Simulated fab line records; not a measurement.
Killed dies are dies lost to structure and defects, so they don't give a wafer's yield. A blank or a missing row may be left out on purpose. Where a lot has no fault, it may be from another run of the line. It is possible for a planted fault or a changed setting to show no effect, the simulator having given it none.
Problem report, 8D (eight disciplines) form, completed by code / flow gf180mcu / the parts of the form that need people (team, actions taken, sign-off) are left out

== 1. THE ISSUE ==
Wafers without a fault read 0.986 a.u., standard deviation 0.0061; oes_product_au at GF_POLY_GATE_ETCH_13 reads a mean of 0.273 a.u. on 6 wafers belonging to 2 lots. That is -99 or more standard deviations from the usual mean.
The step: etches poly-Si in HBr/Cl2, stops on SiO2, target depth 198.5 nm, time 69.6 s.
The first sign was on wafer L422.1 at day 14 13:49, on rie_si-02. Wafers with a number at this step in the record: 42, from 14 lots. Rule for "out" (also "out of limits"): further than 4 standard deviations from the usual mean. Any other wafer with a number is counted as sound.

== 2. WHAT IT IS, WHAT IT ISN'T ==
question=which readings at this step | is=oes_product_au | is not=HBr_flow_sccm, bias_w, chamber_pressure_mTorr, drypump_motor_current_A
question=which lots | is=L422, L423 | is not=L405, L406, L407, L408, L409, L410, L413, L415, L416, L417, L418, L427
question=which wafers of those lots | is=all that have a number | is not=-
question=read on which tools | is=rie_si-01, rie_si-02 | is not=-
question=when | is=from day 14 13:49 | is not=up to then (33 sound wafers); but 3 sound wafers of L427 came after

== 3. WHAT RULES OUT EACH SUSPECT ==
Counting: a tool at a process step up to the reading stays a suspect if it ran every lot that is out and no sound lot after the first of them.
- rie_diel-01 at GF_POLY_GATE_ETCH_12 (etches BARC in N2/H2): kept. It ran every lot that is out, first L422 (day 14 13:46), and no sound lot after that; its last sound lot up to then is L418 (day 13 08:35).
Remaining after the count: rie_diel-01 at GF_POLY_GATE_ETCH_12.

== 4. THE CAUSE (what the simulator had put in) ==
Entire step skipped (rie_diel-01, GF_POLY_GATE_ETCH_12), from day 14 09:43 onward. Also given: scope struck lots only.
After counting, this tool was the only one left.

== 5. THE CHAIN OF EFFECTS, in route order ==
Each row: a reading where the mean over the struck wafers with a number is more than 3 standard deviations away from the usual. Only readings for which the record gives a usual standard deviation are gone through. hours: the time from each lot's start at the first step in this table that gives one to its start at this step, as a median over the lots. sigmas: the change in usual standard deviations.
hours=0; step=GF_POLY_GATE_ETCH_13; reading=oes_product_au; usual=0.986 a.u.; on struck wafers=0.273; change=-0.713; sigmas=-99 or more
hours=0; step=GF_POLY_GATE_STRIP_14; reading=oes_product_au; usual=0.505 a.u.; on struck wafers=0.530; change=+0.025; sigmas=+5.1
Its process steps:
- GF_POLY_GATE_ETCH_13: etches poly-Si in HBr/Cl2, stops on SiO2, target depth 198.5 nm, time 69.6 s.
- GF_POLY_GATE_STRIP_14: strips in O2/N2.
Readings that are blank on the struck wafers while sound wafers have them: bias_w at GF_POLY_GATE_ETCH_12; chamber_pressure_mTorr at GF_POLY_GATE_ETCH_12; drypump_motor_current_A at GF_POLY_GATE_ETCH_12; oes_product_au at GF_POLY_GATE_ETCH_12; throttle_valve_pct at GF_POLY_GATE_ETCH_12; cd_nm at GF_POLY_GATE_CD_MEAS_18.

== 6. WHAT WOULD HAVE CAUGHT IT SOONER ==
In this record no reading fell out of limits until day 14 13:49, 4 hours after the fault had begun at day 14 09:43.
At GF_POLY_GATE_ETCH_12 the tool's readings are blank on the struck wafers, where sound wafers have them: an empty tool record is the first sign, and it was there at once.
Lots out: 2; of these, L423 started GF_POLY_GATE_ETCH_12 on rie_diel-01 after day 14 13:49. A tool hold placed at that time would have kept it from harm.
